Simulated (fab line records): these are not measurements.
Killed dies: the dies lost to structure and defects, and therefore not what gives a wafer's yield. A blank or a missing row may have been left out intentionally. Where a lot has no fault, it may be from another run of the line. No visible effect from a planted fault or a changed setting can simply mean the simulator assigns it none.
fab line records	flow sky130
record lots=13	wafers=39	lastDay=51
route steps=708 shown CAPM@552 VIA4@659 METAL5@662 PAD_OPEN@708
lots untouched by any fault: they come from a run of this same line in which no faults occurred
startH: the number of hours between the record's first day and the start of the first shown wafer of the lot	waitH: how many hours have passed since the lot's step before this one	" same as the row above	L1.1+2: one row covering several wafers at once	- value missing, or start not given	* or withheld: withheld	< > ~ a bound
route shown NAME@n: NAME is a module with steps in the file, n the number in the route of the first one	usual: average and standard deviation across the fault-free wafers	same: alike in all rows	chamber/n: place in a boat	sites: the reading at each site	_std_site: standard deviation of those values	_edge_site: outer sites' mean less inner sites'	radiusMm: how far each site lies from the wafer's centre	mask NAME#n: copy n	behind: the most recent tool/chamber to have shaped the wafer	hold: the reason the lot was held/the length of the hold in hours/how it ended	device: which transistor (n, p or np) failed to switch	end of line: tests run on the same wafers once the route is complete	a step without rows: its recipe alone	killed: the dies lost at the first sort to structure and to defects; this is not the yield of the wafer	map: a wafer's dies, marking killed ones x, the rest . and places with no die _
set.NAME: the setting the step ran with; set.NAME@STEP: the setting that earlier step ran with	model.NAME: the simulator's own value behind a step, which no gauge read
steps of the route over a sample of lots; a table a step, a row a wafer
services: the hour from which a tool's chamber was out of use, counted from the record's first day as startH (under 0 if before that day), plus the number of hours and why
## steps
# step SKY_CAPM_STRIP_15
# recipe chemistry=postEtchResidueRemover	timeS=1229	tempC=72.5
lot.wafer	tool	chamber	startH	waitH
L191.2+3+4	wetBench-04	3	910.15	0.1
L190.2+5+6	wetBench-02	1	910.93	0.1
L192.1+2+4	wetBench-04	2	917.53	0.1
L193.1+2+6	wetBench-02	0	917.83	0.1
L194.3+5+6	wetBench-04	0	934.28	0.0
L195.4+5+6	wetBench-04	1	946.85	0.0
L197.2+3+6	wetBench-01	1	952.15	0.1
L202.1+2+3	wetBench-01	2	996.33	0.1
L204.3+4+5	wetBench-02	0	999.13	0.0
L207.3+4+5	wetBench-04	3	1018.03	0.0
L206.3+5+6	wetBench-02	1	1019.40	0.0
L210.1+2+6	wetBench-01	1	1059.90	0.1
L208.2+3+4	wetBench-04	3	1062.51	0.1
# step SKY_VIA4_THK_MEAS_20
# recipe thkMeasGauge=xrf	reads=W_of_VIA4_CVD_18
# usual VIA4_W_THK=472/5.4
lot.wafer	tool	chamber	startH	waitH	VIA4_W_THK[nm]
L191.2	filmMetro-03	-	1036.63	0.1	472
L191.3	"	-	"	"	472
L191.4	"	-	"	"	466
L190.2	filmMetro-04	-	1037.53	0.1	460
L190.5	"	-	"	"	459
L190.6	"	-	"	"	465
L192.1	filmMetro-04	-	1042.92	0.1	469
L192.2	"	-	"	"	476
L192.4	"	-	"	"	473
L193.1	filmMetro-01	-	1043.86	0.1	467
L193.2	"	-	"	"	475
L193.6	"	-	"	"	468
L194.3	filmMetro-01	-	1055.03	0.1	465
L194.5	"	-	"	"	471
L194.6	"	-	"	"	467
L195.4	filmMetro-04	-	1068.76	0.1	468
L195.5	"	-	"	"	469
L195.6	"	-	"	"	469
L197.2	filmMetro-04	-	1072.43	0.1	479
L197.3	"	-	"	"	472
L197.6	"	-	"	"	475
L202.1	filmMetro-01	-	1113.39	0.1	476
L202.2	"	-	"	"	473
L202.3	"	-	"	"	469
L204.3	filmMetro-01	-	1115.47	0.1	478
L204.4	"	-	"	"	478
L204.5	"	-	"	"	478
L207.3	filmMetro-01	-	1131.84	0.1	484
L207.4	"	-	"	"	468
L207.5	"	-	"	"	473
L206.3	filmMetro-04	-	1132.51	0.1	467
L206.5	"	-	"	"	471
L206.6	"	-	"	"	464
L210.1	filmMetro-01	-	1164.49	0.1	464
L210.2	"	-	"	"	472
L210.6	"	-	"	"	460
L208.2	filmMetro-04	-	1167.99	0.1	462
L208.3	"	-	"	"	467
L208.4	"	-	"	"	458
# step SKY_VIA4_CMP_21
# recipe stopOn=SiO2	tOverpolishS=25	downForcePsi=3.5	platenRpm=60	targetThkNm=0	padVelocityMS=0.94248
# usual motorCurrentA=11.4/1.2	overpolishRunS=25.001/0.0096	timeToEndpointS=117/3.8
lot.wafer	tool	chamber	startH	waitH	motorCurrentA	overpolishRunS	timeToEndpointS
L191.2	cmp-01	3	1036.71	0.1	9.7	25.010	122
L191.3	"	0	"	"	12.0	25.010	122
L191.4	"	2	"	"	11.5	25.010	117
L190.2	cmp-01	3	1038.06	0.5	10.0	24.985	124
L190.5	"	3	"	"	10.0	25.005	119
L190.6	"	0	"	"	12.1	25.015	120
L192.4	cmp-01	3	1042.98	0.0	10.2	25.010	121
L192.1	"	1	"	"	13.0	24.989	117
L192.2	"	2	"	"	11.6	25.010	123
L193.1	cmp-01	0	1043.97	0.1	12.0	24.999	115
L193.2	"	1	"	"	13.6	25.017	121
L193.6	"	3	"	"	9.7	25.005	120
L194.3	cmp-02	1	1055.22	0.2	12.5	25.010	118
L194.5	"	2	"	"	9.9	24.993	116
L194.6	"	3	"	"	10.8	25.006	118
L195.4	cmp-02	0	1068.84	0.1	11.6	24.996	118
L195.5	"	3	"	"	11.4	24.982	117
L195.6	"	0	"	"	12.6	24.994	120
L197.2	cmp-01	2	1072.62	0.2	11.3	25.005	117
L197.3	"	0	"	"	12.0	24.996	117
L197.6	"	3	"	"	9.7	24.999	122
L202.3	cmp-01	2	1113.45	0.0	11.7	25.006	114
L202.2	"	3	"	"	9.8	25.006	119
L202.1	"	0	"	"	12.5	24.978	119
L204.3	cmp-01	3	1115.85	0.4	9.8	25.005	117
L204.4	"	0	"	"	12.2	24.997	119
L204.5	"	0	"	"	12.0	24.992	116
L207.3	cmp-01	1	1131.88	0.0	13.3	24.973	116
L207.4	"	0	"	"	12.8	24.996	113
L207.5	"	1	"	"	13.1	25.003	113
L206.3	cmp-01	2	1132.65	0.1	11.3	25.002	114
L206.5	"	0	"	"	12.2	24.994	118
L206.6	"	1	"	"	13.6	24.998	118
L210.2	cmp-01	2	1164.55	0.0	11.8	25.002	112
L210.1	"	1	"	"	13.5	24.984	115
L210.6	"	3	"	"	9.8	25.006	113
L208.4	cmp-02	0	1168.04	0.0	12.3	24.993	114
L208.2	"	1	"	"	12.1	25.014	106
L208.3	"	3	"	"	11.2	25.003	115
# step SKY_METAL5_SPUTTER_01
# recipe material=TiN	targetThkNm=20	powerW=6500	timeS=16.7	chamberPressurePa=0.4
# usual throttleValvePct=29.3/0.95
lot.wafer	tool	chamber	startH	waitH	throttleValvePct
L191.2	pvdSputter-02	-	1037.03	0.0	29.3
L191.3	"	-	"	"	27.2
L191.4	"	-	"	"	29.4
L190.2	pvdSputter-03	-	1038.38	0.0	29.1
L190.5	"	-	"	"	30.2
L190.6	"	-	"	"	29.0
L192.1	pvdSputter-04	-	1043.30	0.0	30.0
L192.2	"	-	"	"	30.5
L192.4	"	-	"	"	30.3
L193.1	pvdSputter-02	-	1044.24	0.0	29.0
L193.2	"	-	"	"	29.7
L193.6	"	-	"	"	30.0
L194.3	pvdSputter-02	-	1055.39	0.0	27.0
L194.5	"	-	"	"	29.2
L194.6	"	-	"	"	29.8
L195.4	pvdSputter-02	-	1069.11	0.0	29.4
L195.5	"	-	"	"	29.6
L195.6	"	-	"	"	27.0
L197.2	pvdSputter-02	-	1072.94	0.0	29.1
L197.3	"	-	"	"	29.9
L197.6	"	-	"	"	29.2
L202.1	pvdSputter-04	-	1113.77	0.0	30.3
L202.2	"	-	"	"	29.9
L202.3	"	-	"	"	28.4
L204.3	pvdSputter-04	-	1116.17	0.0	29.8
L204.4	"	-	"	"	29.6
L204.5	"	-	"	"	29.7
L207.3	pvdSputter-02	-	1132.20	0.0	29.2
L207.4	"	-	"	"	29.1
L207.5	"	-	"	"	30.2
L206.3	pvdSputter-03	-	1132.87	0.0	29.2
L206.5	"	-	"	"	30.4
L206.6	"	-	"	"	29.2
L210.1	pvdSputter-03	-	1164.87	0.0	29.4
L210.2	"	-	"	"	29.9
L210.6	"	-	"	"	29.2
L208.2	pvdSputter-04	-	1168.36	0.0	29.9
L208.3	"	-	"	"	30.1
L208.4	"	-	"	"	30.0
# step SKY_PAD_OPEN_PROBE_99
# usual defectLimitedYield=82.4/2	killed_at_M0_to_M3=43/6.8	killed_at_M4_up=3.1/1.8	killedAtContacts=25/5.8	killedAtFrontEnd=15/4.2	killedAtOther=0.3/0.5	killedDies=87/9.7	killedOpen=47/7.3	killedShort=39/6.6	sort_bin_3_pad_short=0.9/0.37	sort_bin_5_function=10.4/1.4	sort_bin_6_memory=6.3/1.1	sortNPass=405/9.7	sortYieldPct=82.4/2
# same grossDies=492	killedAtBackSide=0	sort_bin_4_leakage[%]=0	sort_bin_8_speed[%]=0
lot.wafer	tool	chamber	startH	waitH	hold	defectLimitedYield[%]	killed_at_M0_to_M3	killed_at_M4_up	killedAtContacts	killedAtFrontEnd	killedAtOther	killedDies	killedOpen	killedShort	sort_bin_3_pad_short[%]	sort_bin_5_function[%]	sort_bin_6_memory[%]	sortNPass	sortYieldPct[%]
L191.2	prober-01	-	1104.80	0.1	-	82.9	41	3	27	13	0	84	44	40	0.6	9.8	6.7	408	82.9
L191.3	prober-01	-	1104.85	0.2	-	82.9	44	2	26	12	0	84	45	39	0.8	7.9	8.3	408	82.9
L191.4	prober-01	-	1104.90	0.2	-	82.9	46	7	22	7	2	84	45	39	1.4	10.0	5.7	408	82.9
L190.2	prober-02	-	1106.54	0.1	-	85.2	32	4	23	14	0	73	32	41	1.0	8.7	5.1	419	85.2
L190.5	prober-02	-	1106.69	0.2	-	81.7	43	7	23	17	0	90	45	45	0.4	10.4	7.5	402	81.7
L190.6	prober-02	-	1106.74	0.2	-	82.3	45	2	22	18	0	87	36	51	1.4	10.4	5.9	405	82.3
L192.1	prober-01	-	1110.14	0.1	-	81.1	49	4	21	19	0	93	49	44	1.0	12.4	5.5	399	81.1
L192.2	prober-01	-	1110.19	0.1	-	83.3	39	0	25	17	1	82	45	37	0.2	10.6	5.9	410	83.3
L192.4	prober-01	-	1110.29	0.2	-	82.7	45	3	15	22	0	85	50	35	1.0	11.0	5.3	407	82.7
L193.1	prober-02	-	1111.10	0.1	-	81.9	56	2	18	13	0	89	44	45	1.0	11.4	5.7	403	81.9
L193.2	prober-02	-	1111.15	0.1	-	80.9	53	3	27	10	1	94	49	45	0.6	10.0	8.5	398	80.9
L193.6	prober-02	-	1111.35	0.2	-	83.7	49	2	19	10	0	80	49	31	0.4	8.9	6.9	412	83.7
L194.3	prober-01	-	1120.15	0.2	awaitDispo/3.4h/release	71.3	43	2	17	15	64	141	41	36	4.7	17.1	6.9	351	71.3
L194.5	prober-01	-	1120.25	0.2	awaitDispo/3.4h/release	71.5	49	0	18	11	62	140	43	35	4.3	17.7	6.5	352	71.5
L194.6	prober-01	-	1120.30	0.2	awaitDispo/3.4h/release	74.0	30	4	20	6	68	128	35	25	5.3	15.2	5.5	364	74.0
L195.4	prober-01	-	1133.75	0.2	awaitDispo/3.7h/release	74.4	37	1	15	17	56	126	40	31	5.5	14.6	5.5	366	74.4
L195.5	prober-01	-	1133.80	0.2	awaitDispo/3.7h/release	71.7	45	2	24	12	56	139	46	37	3.3	17.3	7.7	353	71.7
L195.6	prober-01	-	1133.85	0.2	awaitDispo/3.7h/release	73.2	38	2	27	12	53	132	48	31	4.3	15.7	6.9	360	73.2
L197.2	prober-02	-	1136.90	0.1	-	82.1	35	1	37	14	1	88	53	35	0.4	11.6	5.9	404	82.1
L197.3	prober-02	-	1136.95	0.2	-	85.4	35	4	13	19	1	72	42	30	0.2	7.9	6.5	420	85.4
L197.6	prober-02	-	1137.10	0.2	-	87.2	35	2	15	11	0	63	30	33	0.6	7.3	4.9	429	87.2
L202.1	prober-01	-	1173.74	0.1	-	82.1	49	3	22	14	0	88	41	47	0.8	10.6	6.5	404	82.1
L202.2	prober-01	-	1173.79	0.1	-	80.9	46	4	29	15	0	94	50	44	0.8	10.4	7.9	398	80.9
L202.3	prober-01	-	1173.84	0.2	-	83.5	42	4	21	14	0	81	37	44	1.0	10.0	5.5	411	83.5
L204.3	prober-01	-	1175.74	0.2	-	80.5	50	1	33	12	0	96	47	49	1.4	11.0	7.1	396	80.5
L204.4	prober-01	-	1175.79	0.2	-	82.5	39	6	25	16	0	86	50	36	0.4	9.8	7.3	406	82.5
L204.5	prober-01	-	1175.84	0.2	-	81.3	47	2	32	10	1	92	49	43	1.4	11.2	6.1	400	81.3
L207.3	prober-01	-	1188.14	0.2	-	81.7	40	2	24	24	0	90	53	37	0.8	11.2	6.3	402	81.7
L207.4	prober-01	-	1188.19	0.2	-	83.3	47	2	21	12	0	82	43	39	1.2	10.8	4.7	410	83.3
L207.5	prober-01	-	1188.24	0.2	-	81.7	41	4	23	22	0	90	52	38	0.8	11.0	6.5	402	81.7
L206.3	prober-02	-	1190.00	0.2	-	82.9	39	7	23	15	0	84	39	45	1.0	9.6	6.5	408	82.9
L206.5	prober-02	-	1190.10	0.2	-	85.6	41	4	13	13	0	71	38	33	0.8	7.5	6.1	421	85.6
L206.6	prober-02	-	1190.15	0.2	-	82.5	44	7	24	11	0	86	51	35	1.2	10.6	5.7	406	82.5
L210.1	prober-02	-	1214.66	0.1	-	80.3	46	7	27	17	0	97	59	38	0.4	13.0	6.3	395	80.3
L210.2	prober-02	-	1214.71	0.1	-	83.1	36	8	18	21	0	83	42	41	1.2	9.1	6.5	409	83.1
L210.6	prober-02	-	1214.91	0.2	-	81.3	48	2	26	15	1	92	64	28	1.2	11.4	6.1	400	81.3
L208.2	prober-02	-	1216.96	0.1	-	82.1	35	7	31	15	0	88	50	37	1.0	11.4	5.5	404	82.1
L208.3	prober-02	-	1217.01	0.2	-	80.1	56	3	30	9	0	98	53	45	1.4	11.2	7.3	394	80.1
L208.4	prober-02	-	1217.06	0.2	-	81.3	50	4	25	13	0	92	53	39	0.8	12.2	5.7	400	81.3
# killed by level:class
L191.2 CONTACT:geometricParticle:open=11 VIA1:geometricParticle:open=9 METAL2:geometricParticle:short=8 LI_CONTACT:geometricParticle:open=7 VIA2:geometricParticle:open=7 FIELD_ISO:geometricParticle:short=4 METAL1:geometricParticle:short=4 LI_CONTACT:geometricParticle:short=3
L191.3 CONTACT:geometricParticle:open=12 VIA2:geometricParticle:open=9 METAL1:geometricParticle:short=7 VIA1:geometricParticle:short=7 LOCAL_INTERCONNECT:geometricParticle:short=6 VIA1:geometricParticle:open=6 FIELD_ISO:geometricParticle:open=4 FIELD_ISO:geometricParticle:short=4
L191.4 VIA1:geometricParticle:open=11 CONTACT:geometricParticle:open=8 VIA1:geometricParticle:short=7 VIA2:geometricParticle:open=7 METAL4:geometricParticle:short=6 METAL1:geometricParticle:short=5 LI_CONTACT:geometricParticle:open=5 VIA3:geometricParticle:open=5
L190.2 LI_CONTACT:geometricParticle:open=10 FIELD_ISO:geometricParticle:short=7 METAL2:geometricParticle:short=6 CONTACT:geometricParticle:open=6 VIA1:geometricParticle:short=6 FIELD_ISO:geometricParticle:open=4 VIA3:geometricParticle:open=4 VIA3:geometricParticle:short=4
L190.5 LI_CONTACT:geometricParticle:open=11 VIA1:geometricParticle:open=8 METAL2:geometricParticle:short=7 LI_CONTACT:geometricParticle:short=6 METAL4:geometricParticle:short=6 FIELD_ISO:geometricParticle:open=5 VIA2:geometricParticle:short=5 VIA2:geometricParticle:open=5
L190.6 METAL1:geometricParticle:short=9 CONTACT:geometricParticle:open=7 VIA2:geometricParticle:open=7 VIA1:geometricParticle:short=6 POLY_GATE:geometricParticle:short=5 LI_CONTACT:geometricParticle:short=5 LOCAL_INTERCONNECT:geometricParticle:short=5 VIA1:geometricParticle:open=5
L192.1 CONTACT:geometricParticle:open=9 METAL1:geometricParticle:short=8 VIA1:geometricParticle:open=8 VIA1:geometricParticle:short=7 VIA2:geometricParticle:open=7 LI_CONTACT:geometricParticle:open=6 VIA3:geometricParticle:open=6 POLY_GATE:geometricParticle:open=5
L192.2 VIA1:geometricParticle:open=12 CONTACT:geometricParticle:open=10 VIA2:geometricParticle:open=9 POLY_GATE:geometricParticle:short=7 VIA1:geometricParticle:short=5 LI_CONTACT:geometricParticle:open=4 LI_CONTACT:geometricParticle:short=4 CONTACT:geometricParticle:short=4
L192.4 VIA1:geometricParticle:open=9 POLY_GATE:geometricParticle:open=7 FIELD_ISO:geometricParticle:open=6 LI_CONTACT:geometricParticle:open=6 VIA2:geometricParticle:short=6 VIA3:geometricParticle:open=6 FIELD_ISO:geometricParticle:short=5 VIA2:geometricParticle:open=5
L193.1 VIA1:geometricParticle:open=10 VIA1:geometricParticle:short=7 VIA2:geometricParticle:open=7 VIA3:geometricParticle:open=7 LOCAL_INTERCONNECT:geometricParticle:short=6 METAL1:geometricParticle:short=6 METAL2:geometricParticle:short=6 POLY_GATE:geometricParticle:open=5
L193.2 VIA1:geometricParticle:open=14 CONTACT:geometricParticle:open=11 METAL1:geometricParticle:short=10 VIA3:geometricParticle:open=10 LOCAL_INTERCONNECT:geometricParticle:short=8 CONTACT:geometricParticle:short=4 METAL2:geometricParticle:short=4 VIA2:geometricParticle:open=4
L193.6 VIA1:geometricParticle:open=11 VIA1:geometricParticle:short=9 CONTACT:geometricParticle:open=8 METAL1:geometricParticle:open=7 VIA2:geometricParticle:open=5 POLY_GATE:geometricParticle:open=5 VIA3:geometricParticle:short=5 METAL1:geometricParticle:short=4
L194.3 CAPM:unspecified=64 CONTACT:geometricParticle:open=8 VIA1:geometricParticle:open=8 VIA2:geometricParticle:open=8 VIA1:geometricParticle:short=7 FIELD_ISO:geometricParticle:short=5 FIELD_ISO:geometricParticle:open=5 VIA3:geometricParticle:open=5
L194.5 CAPM:unspecified=62 VIA1:geometricParticle:open=10 CONTACT:geometricParticle:open=9 METAL2:geometricParticle:short=9 VIA2:geometricParticle:open=8 METAL1:geometricParticle:short=7 VIA3:geometricParticle:open=6 CONTACT:geometricParticle:short=4
L194.6 CAPM:unspecified=68 CONTACT:geometricParticle:open=13 VIA1:geometricParticle:open=8 METAL2:geometricParticle:short=7 VIA2:geometricParticle:open=4 LI_CONTACT:geometricParticle:open=3 LOCAL_INTERCONNECT:geometricParticle:short=3 VIA1:geometricParticle:short=3
L195.4 CAPM:unspecified=55 VIA2:geometricParticle:open=8 LI_CONTACT:geometricParticle:open=7 METAL1:geometricParticle:short=7 VIA3:geometricParticle:open=6 FIELD_ISO:geometricParticle:open=5 VIA1:geometricParticle:open=5 CONTACT:geometricParticle:open=5
L195.5 CAPM:unspecified=56 CONTACT:geometricParticle:open=11 VIA1:geometricParticle:open=7 LI_CONTACT:geometricParticle:open=6 VIA1:geometricParticle:short=6 VIA3:geometricParticle:open=6 VIA2:geometricParticle:open=5 VIA2:geometricParticle:short=4
L195.6 CAPM:unspecified=53 VIA1:geometricParticle:open=13 LOCAL_INTERCONNECT:geometricParticle:short=7 CONTACT:geometricParticle:open=7 LI_CONTACT:geometricParticle:open=6 VIA2:geometricParticle:open=6 VIA3:geometricParticle:open=5 VIA1:geometricParticle:short=4
L197.2 CONTACT:geometricParticle:open=12 LI_CONTACT:geometricParticle:open=11 VIA1:geometricParticle:open=7 POLY_GATE:geometricParticle:open=5 VIA3:geometricParticle:open=5 CONTACT:geometricParticle:short=5 VIA2:geometricParticle:open=5 POLY_GATE:geometricParticle:short=4
L197.3 POLY_GATE:geometricParticle:open=7 LI_CONTACT:geometricParticle:open=7 VIA1:geometricParticle:open=7 VIA2:geometricParticle:open=6 FIELD_ISO:geometricParticle:open=4 METAL1:geometricParticle:short=4 VIA2:geometricParticle:short=4 VIA3:geometricParticle:open=4
L197.6 VIA1:geometricParticle:open=7 VIA1:geometricParticle:short=6 METAL2:geometricParticle:short=6 CONTACT:geometricParticle:open=5 LI_CONTACT:geometricParticle:open=4 VIA2:geometricParticle:short=4 POLY_GATE:geometricParticle:short=3 LI_CONTACT:geometricParticle:short=3
L202.1 VIA1:geometricParticle:short=11 VIA1:geometricParticle:open=11 CONTACT:geometricParticle:open=6 METAL1:geometricParticle:short=5 LI_CONTACT:geometricParticle:open=5 CONTACT:geometricParticle:short=5 VIA2:geometricParticle:open=5 VIA2:geometricParticle:short=4
L202.2 CONTACT:geometricParticle:open=10 VIA3:geometricParticle:open=10 LI_CONTACT:geometricParticle:open=8 VIA2:geometricParticle:open=5 VIA3:geometricParticle:short=5 LI_CONTACT:geometricParticle:short=4 LOCAL_INTERCONNECT:geometricParticle:short=4 VIA1:geometricParticle:open=4
L202.3 CONTACT:geometricParticle:open=8 METAL2:geometricParticle:short=7 VIA1:geometricParticle:short=7 CONTACT:geometricParticle:short=6 VIA2:geometricParticle:open=5 VIA1:geometricParticle:open=5 LI_CONTACT:geometricParticle:open=4 METAL1:geometricParticle:short=4
L204.3 CONTACT:geometricParticle:open=11 VIA1:geometricParticle:open=10 CONTACT:geometricParticle:short=9 METAL2:geometricParticle:short=9 LI_CONTACT:geometricParticle:open=7 METAL1:geometricParticle:short=7 VIA2:geometricParticle:open=6 VIA3:geometricParticle:short=5
L204.4 VIA1:geometricParticle:open=11 METAL2:geometricParticle:short=9 LI_CONTACT:geometricParticle:open=7 CONTACT:geometricParticle:open=7 VIA3:geometricParticle:open=7 FIELD_ISO:geometricParticle:short=5 LOCAL_INTERCONNECT:geometricParticle:short=4 POLY_GATE:geometricParticle:open=4
L204.5 CONTACT:geometricParticle:open=15 VIA1:geometricParticle:open=12 VIA3:geometricParticle:open=9 VIA1:geometricParticle:short=7 CONTACT:geometricParticle:short=6 METAL1:geometricParticle:short=6 FIELD_ISO:geometricParticle:short=5 LI_CONTACT:geometricParticle:open=5
L207.3 CONTACT:geometricParticle:open=13 VIA1:geometricParticle:open=9 FIELD_ISO:geometricParticle:short=7 METAL2:geometricParticle:short=7 VIA2:geometricParticle:open=7 FIELD_ISO:geometricParticle:open=6 CONTACT:geometricParticle:short=6 VIA3:geometricParticle:open=6
L207.4 CONTACT:geometricParticle:open=12 VIA3:geometricParticle:open=8 VIA1:geometricParticle:open=7 VIA1:geometricParticle:short=7 VIA2:geometricParticle:open=7 METAL3:geometricParticle:short=6 POLY_GATE:geometricParticle:open=4 METAL1:geometricParticle:short=3
L207.5 VIA1:geometricParticle:open=9 LI_CONTACT:geometricParticle:open=7 CONTACT:geometricParticle:open=7 FIELD_ISO:geometricParticle:open=6 POLY_GATE:geometricParticle:open=6 CONTACT:geometricParticle:short=6 VIA2:geometricParticle:open=6 VIA3:geometricParticle:open=5
L206.3 CONTACT:geometricParticle:open=11 METAL1:geometricParticle:short=8 VIA1:geometricParticle:open=8 CONTACT:geometricParticle:short=7 METAL4:geometricParticle:short=7 POLY_GATE:geometricParticle:open=6 VIA2:geometricParticle:open=6 VIA2:geometricParticle:short=4
L206.5 METAL1:geometricParticle:short=6 VIA1:geometricParticle:open=6 VIA2:geometricParticle:open=6 VIA3:geometricParticle:open=6 METAL2:geometricParticle:short=5 POLY_GATE:geometricParticle:open=5 LOCAL_INTERCONNECT:geometricParticle:short=4 CONTACT:geometricParticle:open=4
L206.6 VIA1:geometricParticle:open=10 LI_CONTACT:geometricParticle:open=9 VIA3:geometricParticle:open=8 CONTACT:geometricParticle:open=7 CONTACT:geometricParticle:short=5 METAL2:geometricParticle:short=5 VIA2:geometricParticle:open=5 VIA2:geometricParticle:short=4
L210.1 CONTACT:geometricParticle:open=13 VIA1:geometricParticle:open=11 CONTACT:geometricParticle:short=7 VIA3:geometricParticle:open=6 POLY_GATE:geometricParticle:open=6 VIA2:geometricParticle:open=6 METAL2:geometricParticle:open=5 METAL2:geometricParticle:short=4
L210.2 CONTACT:geometricParticle:open=12 VIA1:geometricParticle:open=9 FIELD_ISO:geometricParticle:short=6 METAL2:geometricParticle:short=5 METAL3:geometricParticle:short=5 METAL4:geometricParticle:short=5 POLY_GATE:geometricParticle:short=4 CONTACT:geometricParticle:short=4
L210.6 VIA1:geometricParticle:open=15 VIA3:geometricParticle:open=9 CONTACT:geometricParticle:open=8 LI_CONTACT:geometricParticle:open=8 VIA2:geometricParticle:open=8 CONTACT:geometricParticle:short=6 FIELD_ISO:geometricParticle:short=4 POLY_GATE:geometricParticle:open=4
L208.2 CONTACT:geometricParticle:open=10 LI_CONTACT:geometricParticle:open=9 VIA1:geometricParticle:open=9 VIA3:geometricParticle:open=6 CONTACT:geometricParticle:short=5 METAL4:geometricParticle:short=5 POLY_GATE:geometricParticle:short=4 VIA1:geometricParticle:short=4
L208.3 VIA1:geometricParticle:open=13 LI_CONTACT:geometricParticle:open=9 CONTACT:geometricParticle:short=8 VIA3:geometricParticle:open=8 CONTACT:geometricParticle:open=7 METAL1:geometricParticle:short=6 VIA2:geometricParticle:open=6 POLY_GATE:geometricParticle:short=5
L208.4 VIA1:geometricParticle:open=12 CONTACT:geometricParticle:open=9 VIA2:geometricParticle:open=7 LI_CONTACT:geometricParticle:open=6 VIA3:geometricParticle:open=6 METAL3:geometricParticle:short=5 FIELD_ISO:geometricParticle:open=4 CONTACT:geometricParticle:short=4
## services
tool	chamber	startH	hours	kind
wetBench-02	-	909.36	1.5	repair
cmp-01	-	912.00	4.0	pm
cmp-01	-	916.00	-	consumableReplace:conditioner
cmp-01	-	916.00	-	consumableReplace:pad
pvdSputter-02	-	919.42	3.8	repair
cmp-01	-	932.08	5.5	pm
cmp-02	-	943.59	2.7	repair
pvdSputter-04	-	944.69	2.5	repair
pvdSputter-02	2	981.69	-	consumableReplace:kit
pvdSputter-02	2	981.69	18.0	scheduledDown
pvdSputter-02	2	981.69	18.0	ventCycle
pvdSputter-03	-	1014.78	18.9	repair
wetBench-02	-	1022.64	1.8	repair
cmp-02	-	1024.29	14.3	pm
cmp-01	-	1027.29	1.1	repair
pvdSputter-04	-	1050.04	23.7	repair
cmp-02	-	1084.05	4.0	pm
wetBench-02	-	1094.95	1.9	pm
cmp-01	-	1116.32	0.7	repair
cmp-01	-	1125.40	2.9	repair
cmp-02	-	1133.78	1.0	repair
cmp-02	-	1146.38	4.9	pm
cmp-02	-	1151.69	1.2	repair
pvdSputter-02	-	1168.04	0.7	repair
## key
firstSign step=SKY_PAD_OPEN_PROBE_99	reading=killedAtOther	direction=up	sigmas=60	usual=0.3	struck=59.8
effect step=SKY_PAD_OPEN_PROBE_99	reading=sort_bin_3_pad_short	direction=up	sigmas=9.9	usual=0.9	struck=4.5
metAt SKY_CAPM_STRIP_15
struckLots L194,L195
notActingAt SKY_VIA4_THK_MEAS_20,SKY_VIA4_CMP_21,SKY_METAL5_SPUTTER_01
onsetBetween 917.53 934.28
fault kind=chamberParticleSource	tool=wetBench-04	chamber=-	onsetH=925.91	steps=SKY_CAPM_STRIP_15	ratePerVisitCm2=1.7245	endH=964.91
